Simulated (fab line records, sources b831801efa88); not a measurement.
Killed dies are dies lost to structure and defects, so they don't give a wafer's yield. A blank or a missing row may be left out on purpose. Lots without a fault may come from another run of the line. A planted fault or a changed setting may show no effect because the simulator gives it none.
Problem report in the 8D (eight disciplines) form, filled by code | flow sky130 | the parts of the form that need people (team, actions taken, sign-off) are left out

1. THE PROBLEM
SONOS_ONO_CVD_04_THK at SKY_SONOS_ONO_THK_MEAS_05 reads a mean of 6.68 nm on 6 wafers of 2 lots; wafers without a fault read 5.70 nm with a standard deviation of 0.11. That is +8.9 standard deviations from the usual mean.
First seen on wafer L326.2, day 16 09:42, on film_metro-04. The record holds 36 wafers of 12 lots with a number at this step. Rule for "out", or "out of limits": more than 4 standard deviations from the usual mean. The other wafers with a number count as sound.

2. WHAT IT IS AND WHAT IT IS NOT
question                    | is                     | is not
which readings at this step | SONOS_ONO_CVD_04_THK   | -
which lots                  | L326, L327             | L312, L314, L315, L316, L320, L321, L322, L323, L324, L325
which wafers of those lots  | all that have a number | -
read on which gauges        | film_metro-04          | film_metro-02, film_metro-03
when                        | from day 16 09:42      | up to then (30 sound wafers)

3. SUSPECTS, AND WHAT RULES EACH OUT
Counting: a tool at a process step up to the reading stays a suspect if it ran every lot that is out and no sound lot after the first of them.
- the gauge at SKY_SONOS_ONO_THK_MEAS_05: kept. All the wafers that are out were read on film_metro-04, and no step on other tools shows them out.
- lpcvd-03 at SKY_SONOS_ONO_CVD_04 (deposits SiO2 from SiH4/N2O, target thk 5.7199 nm): kept. It ran every lot that is out, first L326 (day 16 08:26), and no sound lot after that; its last sound lot up to then is L325 (day 15 23:07).
Left after counting: lpcvd-03 at SKY_SONOS_ONO_CVD_04, film_metro-04 at SKY_SONOS_ONO_THK_MEAS_05.

4. THE CAUSE (what the simulator had put in)
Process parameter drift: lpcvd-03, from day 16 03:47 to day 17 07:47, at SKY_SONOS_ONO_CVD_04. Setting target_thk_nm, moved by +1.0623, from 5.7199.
Counting left 2 suspects, and this tool is among them.

5. THE CHAIN OF EFFECTS, in route order
Each row: a reading whose mean over the struck wafers that have a number lies more than 3 standard deviations from the usual. Only readings for which the record gives a usual standard deviation are gone through. hours: the time from each lot's start at the first step in this table that gives one to its start at this step, as a median over the lots. sigmas: the change in usual standard deviations.
hours | step                      | reading              | usual   | on struck wafers | change | sigmas
0     | SKY_SONOS_ONO_THK_MEAS_05 | SONOS_ONO_CVD_04_THK | 5.70 nm | 6.68             | +0.98  | +8.9
Later measuring or inspecting steps at which every struck wafer that the step has a row for has a number for every such reading, and none has moved that far: SKY_SONOS_ONO_OVL_MEAS_14, SKY_GATE_OXIDE_THK_MEAS_02.

6. WHAT WOULD HAVE CAUGHT IT SOONER
In this record the first reading out of limits at a measuring or inspecting step was taken at day 16 09:42, 6 hours after the fault began at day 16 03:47.
Of the tool readings at SKY_SONOS_ONO_CVD_04 for which the record gives a usual standard deviation, none was out on any struck wafer, so an alarm limit of 4 standard deviations on them would not have fired.
Of the lots that are out (2), L327 began SKY_SONOS_ONO_CVD_04 on lpcvd-03 after day 16 09:42. A hold on the tool at that time would have spared it.
